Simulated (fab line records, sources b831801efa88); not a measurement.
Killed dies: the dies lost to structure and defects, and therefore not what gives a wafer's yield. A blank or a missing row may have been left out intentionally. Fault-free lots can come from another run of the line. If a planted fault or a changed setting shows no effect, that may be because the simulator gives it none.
Which tool is to blame? / flow gf180mcu / Sampling: 13 lots, 39 wafers, 3 of 602 route steps

== WHAT EACH GAUGE READ, for each wafer ==
GF_VT_IMPLANT_RS_MEAS_47: the measuring method here is four-point-probe. Usual: NWELL_RS 487.9 ohm/sq, standard deviation 1.2.
lot=L369; measured=day 7 13:59; on=film_metro-03; NWELL_RS (ohm/sq)=487.8 485.3 485.8; flag=
lot=L370; measured=day 7 21:48; on=film_metro-03; NWELL_RS (ohm/sq)=488.1 488.0 489.9; flag=
lot=L371; measured=day 8 05:19; on=film_metro-03; NWELL_RS (ohm/sq)=488.7 486.6 488.8; flag=
lot=L372; measured=day 8 08:31; on=film_metro-03; NWELL_RS (ohm/sq)=487.5 486.4 488.3; flag=
lot=L373; measured=day 8 16:48; on=film_metro-03; NWELL_RS (ohm/sq)=488.0 486.6 486.9; flag=
lot=L380; measured=day 10 16:53; on=film_metro-04; NWELL_RS (ohm/sq)=478.9 479.4 479.1; flag=OFF
lot=L381; measured=day 10 21:02; on=film_metro-03; NWELL_RS (ohm/sq)=478.1 477.9 478.3; flag=OFF
lot=L383; measured=day 11 12:23; on=film_metro-03; NWELL_RS (ohm/sq)=489.6 486.8 486.7; flag=
lot=L384; measured=day 11 18:18; on=film_metro-04; NWELL_RS (ohm/sq)=488.9 487.7 488.4; flag=
lot=L387; measured=day 12 13:30; on=film_metro-04; NWELL_RS (ohm/sq)=489.1 490.0 488.5; flag=
lot=L388; measured=day 12 21:43; on=film_metro-04; NWELL_RS (ohm/sq)=489.6 487.9 488.6; flag=
lot=L390; measured=day 13 09:44; on=film_metro-01; NWELL_RS (ohm/sq)=487.7 487.6 488.4; flag=
lot=L391; measured=day 13 17:44; on=film_metro-03; NWELL_RS (ohm/sq)=488.8 488.4 488.8; flag=

GF_POLY_GATE_OVL_MEAS_11. Usual: POLY_GATE_OVL -2 nm, standard deviation 5.6.
lot=L369; measured=day 9 10:54; on=overlay-01; POLY_GATE_OVL (nm)=0 3 -2; flag=
lot=L370; measured=day 9 18:11; on=overlay-02; POLY_GATE_OVL (nm)=-6 -8 -7; flag=
lot=L371; measured=day 9 22:41; on=overlay-02; POLY_GATE_OVL (nm)=-3 -8 -10; flag=
lot=L372; measured=day 10 08:41; on=overlay-01; POLY_GATE_OVL (nm)=-7 -7 -9; flag=
lot=L373; measured=day 10 11:39; on=overlay-02; POLY_GATE_OVL (nm)=-10 -6 -4; flag=
lot=L380; measured=day 12 12:23; on=overlay-01; POLY_GATE_OVL (nm)=6 8 3; flag=
lot=L381; measured=day 12 17:50; on=overlay-01; POLY_GATE_OVL (nm)=-11 0 0; flag=
lot=L383; measured=day 13 08:43; on=overlay-02; POLY_GATE_OVL (nm)=-2 0 -2; flag=
lot=L384; measured=day 13 14:20; on=overlay-01; POLY_GATE_OVL (nm)=2 8 2; flag=
lot=L387; measured=day 14 11:58; on=overlay-02; POLY_GATE_OVL (nm)=-2 3 -4; flag=
lot=L388; measured=day 14 23:14; on=overlay-02; POLY_GATE_OVL (nm)=3 2 6; flag=
lot=L390; measured=day 15 10:10; on=overlay-02; POLY_GATE_OVL (nm)=-12 -12 -12; flag=
lot=L391; measured=day 15 17:34; on=overlay-02; POLY_GATE_OVL (nm)=-3 -2 -2; flag=

== WHAT TOOL EACH LOT RAN ON (gives the tool, then ch and the chambers of the sampled wafers, and finally the start) ==
lot=L369; GF_NWELL_IMPLANT_08=implanter-01 ch 0, day 3 07:25
lot=L370; GF_NWELL_IMPLANT_08=implanter-02 ch 0, day 3 13:17
lot=L371; GF_NWELL_IMPLANT_08=implanter-01 ch 0, day 3 18:42
lot=L372; GF_NWELL_IMPLANT_08=implanter-03 ch 0, day 3 23:47
lot=L373; GF_NWELL_IMPLANT_08=implanter-02 ch 0, day 4 06:13
lot=L380; GF_NWELL_IMPLANT_08=implanter-02 ch 0, day 5 20:06
lot=L381; GF_NWELL_IMPLANT_08=implanter-02 ch 0, day 6 02:06
lot=L383; GF_NWELL_IMPLANT_08=implanter-03 ch 0, day 6 12:42
lot=L384; GF_NWELL_IMPLANT_08=implanter-03 ch 0, day 6 18:16
lot=L387; GF_NWELL_IMPLANT_08=implanter-03 ch 0, day 7 09:10
lot=L388; GF_NWELL_IMPLANT_08=implanter-03 ch 0, day 7 16:14
lot=L390; GF_NWELL_IMPLANT_08=implanter-01 ch 0, day 8 02:10
lot=L391; GF_NWELL_IMPLANT_08=implanter-01 ch 0, day 8 06:45
- GF_NWELL_IMPLANT_08

== WHAT THE TOOLS THEMSELVES READ (means of the sampled wafers that have a number; where no wafer has one, the mark that the record gives instead) ==
GF_NWELL_IMPLANT_08. Usual: beam_energy_keV 449.98, standard deviation 0.13.
lot=L369 tool=implanter-01 beam_energy_keV=449.86 flag=
lot=L370 tool=implanter-02 beam_energy_keV=449.89 flag=
lot=L371 tool=implanter-01 beam_energy_keV=449.90 flag=
lot=L372 tool=implanter-03 beam_energy_keV=450.02 flag=
lot=L373 tool=implanter-02 beam_energy_keV=449.94 flag=
lot=L380 tool=implanter-02 beam_energy_keV=509.27 flag=OFF
lot=L381 tool=implanter-02 beam_energy_keV=509.42 flag=OFF
lot=L383 tool=implanter-03 beam_energy_keV=449.98 flag=
lot=L384 tool=implanter-03 beam_energy_keV=449.94 flag=
lot=L387 tool=implanter-03 beam_energy_keV=449.94 flag=
lot=L388 tool=implanter-03 beam_energy_keV=449.91 flag=
lot=L390 tool=implanter-01 beam_energy_keV=450.05 flag=
lot=L391 tool=implanter-01 beam_energy_keV=449.91 flag=

== THE ANSWER, worked out from the rows above alone ==
Rule: take the mean of a lot's wafers that have a number; if it is more than 3 standard deviations from the usual mean, the lot is off. Also off: a lot with no number at a reading for which 4 or more lots have one. Where the step has rows for the other lots, those lots are counted as sound. Order of review: gauges by route order, followed by the tools' own readings, for which a lot's mean as printed above is used. The first step at which some lot is off is used, and at that step the reading that is off furthest; a lot without a number counts as furthest.
Off: at GF_VT_IMPLANT_RS_MEAS_47 (NWELL_RS), L380, L381.
If a tool, at a process step before that reading, ran all the lots that are off and no sound lot after the first of them, it fits. Not tried: the gauges at GF_VT_IMPLANT_RS_MEAS_47; whatever is off there is also off at GF_NWELL_IMPLANT_08, on other tools, and gauge error can't account for it. One candidate fits, namely implanter-02 at GF_NWELL_IMPLANT_08. Its last sound lot is L373 (day 4 06:13), its first lot that is off L380 (day 5 20:06): a fault that began between those two fits.
The tool's own readings at GF_NWELL_IMPLANT_08 bear it out: on the lots that are off they differ by more than 5 times the standard deviation of the sound lots' means. beam_energy_keV reads 509.35 there against 449.94 on the sound lots.

== WHAT THE SIMULATOR PUT IN ==
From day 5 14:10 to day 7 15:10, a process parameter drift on implanter-02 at GF_NWELL_IMPLANT_08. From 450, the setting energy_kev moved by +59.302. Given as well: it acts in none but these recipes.
Struck lots among those shown: L380, L381. The rule above found the same.
